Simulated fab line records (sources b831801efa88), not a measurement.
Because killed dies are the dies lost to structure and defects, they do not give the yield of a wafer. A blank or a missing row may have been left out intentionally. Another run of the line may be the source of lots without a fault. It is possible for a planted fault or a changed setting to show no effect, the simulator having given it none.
Matching of chambers / flow gf180mcu / 4 sister chambers for GF_V2_CMP_26 on cmp-02
The step polishes, stops on SiO2, t overpolish 15 s, target thk 0 nm. 8 wafers are shown with their chamber, then 8 later ones without.

WAFERS WITH THEIR CHAMBER
wafer=L422.5; chamber=0; motor current A (A)=10.7; time to endpoint s (s)=86
wafer=L424.2; chamber=3; motor current A (A)=12.0; time to endpoint s (s)=79
wafer=L424.5; chamber=1; motor current A (A)=11.2; time to endpoint s (s)=79
wafer=L424.6; chamber=2; motor current A (A)=11.4; time to endpoint s (s)=83
wafer=L425.1; chamber=1; motor current A (A)=11.2; time to endpoint s (s)=81
wafer=L425.4; chamber=3; motor current A (A)=11.1; time to endpoint s (s)=83
wafer=L425.5; chamber=0; motor current A (A)=10.7; time to endpoint s (s)=82
wafer=L426.1; chamber=2; motor current A (A)=11.9; time to endpoint s (s)=84

WAFERS WITHOUT THEIR CHAMBER
wafer=L426.2; motor current A (A)=12.0; time to endpoint s (s)=77
wafer=L426.6; motor current A (A)=11.1; time to endpoint s (s)=85
wafer=L427.1; motor current A (A)=11.4; time to endpoint s (s)=82
wafer=L427.4; motor current A (A)=11.9; time to endpoint s (s)=87
wafer=L427.6; motor current A (A)=10.9; time to endpoint s (s)=85
wafer=L428.2; motor current A (A)=11.6; time to endpoint s (s)=81
wafer=L428.3; motor current A (A)=10.7; time to endpoint s (s)=85
wafer=L428.5; motor current A (A)=9.7; time to endpoint s (s)=83

WHICH CHAMBER EACH ONE RAN IN
wafer=L426.2; from the rows above=can't be placed: 3 or 1 or 2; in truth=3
wafer=L426.6; from the rows above=can't be placed: 0 or 2 or 3 or 1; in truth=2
wafer=L427.1; from the rows above=can't be placed: 3 or 2 or 1 or 0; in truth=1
wafer=L427.4; from the rows above=can't be placed: 2 or 3 or 0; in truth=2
wafer=L427.6; from the rows above=can't be placed: 0 or 2 or 1 or 3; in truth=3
wafer=L428.2; from the rows above=can't be placed: 3 or 2 or 1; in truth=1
wafer=L428.3; from the rows above=0; in truth=0
wafer=L428.5; from the rows above=can't be placed: 0 or 1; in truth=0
Placed correctly: 1 of 8. Not placeable from these rows: 7 (in 7, the candidates include the true chamber). 0 placed wrongly.
How it was worked out, from the rows above alone: a wafer's distance from a chamber is the root of the sum, over the readings, of the square of ((its reading less the chamber's mean) divided by the reading's scatter). If the next closest chamber is less than 2 further off than the closest, the wafer can't be placed; otherwise it belongs to the closest. Each chamber's mean is taken over the wafers shown for it. The scatter is the square root of a quotient: the sum, over the shown wafers, of each reading's squared deviation from its chamber's mean, divided by wafers minus chambers.
